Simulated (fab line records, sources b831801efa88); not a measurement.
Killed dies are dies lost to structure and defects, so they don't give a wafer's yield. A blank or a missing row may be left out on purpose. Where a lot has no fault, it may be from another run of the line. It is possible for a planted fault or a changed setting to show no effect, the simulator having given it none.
A struck lot beside a sound one :: flow sky130 :: 15 steps out of a route of 708
Sound: these wafers, L369.2, L369.3, L369.4. Wafers L377.2, L377.3, L377.5 were the ones struck. The cause comes at the end.
Each step with rows lists, per side, the tool, then ch with its chambers, then its first start. Under that, the readings that differ: sound wafers :: struck wafers :: difference of the means :: sigmas: that difference in standard deviations of wafers without a fault.
alike: same words and numbers on both sides, and readings whose means sit less than 2 such deviations apart. not compared: any withheld reading, any reading some wafer has no value for, any bound like >300 that may hide the same value, and any number with overlapping values for which the record gives no deviation.
The two part at a step that has a row with sigmas, a row that says differs or no value, or rows on one side only. When numbers do not overlap yet have no deviation, they are printed without sigmas and do not part them. A reading that every wafer of one side lacks parts them only if that side has two wafers or more.

first, 2 steps without rows for these wafers: SKY_VIA4_PEB_09; SKY_VIA4_DEVELOP_10 (develop time 60 s).
SKY_VIA4_OVL_MEAS_11:
  sound on overlay-02 at day 44 17:45; struck on overlay-02 at day 46 15:00
  alike: VIA4_OVL
SKY_VIA4_ETCH_12: etches SiO2 in C4F8/O2/Ar, stops on TiN, target depth 580 nm.
  sound on rieDiel-04 ch 0,1,3, day 44 17:47; struck on rieDiel-03 ch 0,2, day 46 15:02
  alike: chamberPressureMTorr, oesProductAu
SKY_VIA4_STRIP_13: strips in O2/N2.
  sound on plasmaAsher-04 ch 0,1, day 44 17:51; struck on plasmaAsher-04 ch 1, day 46 15:06
  alike: chamberPressureMTorr, drypumpMotorCurrentA, n2FlowSccm, oesProductAu, stripTimeToEndpointS
  not compared: rfHoursCounterH
then, 3 steps without rows for these wafers: SKY_VIA4_STRIP_14 (strips in post etch residue remover, time 1200 s); SKY_VIA4_CLEAN_15 (cleans in IPA, time 180 s); SKY_VIA4_CLEAN_16 (cleans in O3/DIW).
SKY_VIA4_SPUTTER_17: material TiN, target thk 20 nm, time 80 s.
  sound on pvdSputter-04 at day 44 18:31; struck on pvdSputter-02 at day 46 15:41
  alike: throttleValvePct
SKY_VIA4_CVD_18: deposits W, target thk 505 nm, time 152.14 s.
  sound on cvdW-02 ch 0,1, day 44 18:35; struck on cvdW-01 ch 0,1, day 46 15:45
  alike: heaterPowerW
  not compared: sinceWetCleanH
SKY_VIA4_RS_MEAS_19: uses a four-point probe to measure.
  sound on filmMetro-02 at day 44 18:45; struck on filmMetro-01 at day 46 15:55
  alike: VIA4_W_RS
SKY_VIA4_THK_MEAS_20: measures by xrf.
  sound on filmMetro-02 at day 44 18:52; struck on filmMetro-01 at day 46 16:02
  alike: VIA4_W_THK
SKY_VIA4_CMP_21: polishes, stops on SiO2, t overpolish 25 s, target thk 0 nm.
  sound on cmp-02 ch 0,2,3, day 44 18:55; struck on cmp-01 ch 0,1,3, day 46 16:08
reading: platenRpm (rpm)
sound: 59.96 60.01 59.98
struck: 66.06 65.92 65.99
difference: +6.01
sigmas: +99 or more

reading: timeToEndpointS (s)
sound: 123 125 124
struck: 108 114 109
difference: -14
sigmas: -3
  alike: motorCurrentA, overpolishRunS, slurryFilterDpKPa
SKY_METAL5_SPUTTER_00: material Ti, target thk 15 nm, time 10 s.
  sound on pvdSputter-03 at day 44 19:13; struck on pvdSputter-04 at day 46 16:23
  alike: throttleValvePct
-- the record jumps here: 3 days lie between the struck wafers' starts before and after (it left off in module METAL5 and takes up again in module PAD_OPEN, whose first step shown is number 708 of the route) --
SKY_PAD_OPEN_PROBE_99:
  sound on prober-02 at day 47 12:07; struck on prober-02 at day 49 06:00
reading: killed_at_M0_to_M3
sound: 44 66 48
struck: 42 31 40
difference: -15
sigmas: -2
  alike: defectLimitedYield, killed_at_M4_up, killedAtContacts, killedAtFrontEnd, killedAtOther, killedDies, killedOpen, killedShort, sort_bin_3_pad_short, sort_bin_5_function, sort_bin_6_memory, sortNPass, sortYieldPct

## WHERE THEY PART
First at SKY_VIA4_CMP_21; last, within this record, at SKY_PAD_OPEN_PROBE_99.

WHY: whatever the simulator had introduced
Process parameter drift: cmp-01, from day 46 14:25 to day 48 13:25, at SKY_VIA4_CMP_21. From 60, the setting platenRpm moved by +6. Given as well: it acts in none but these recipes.
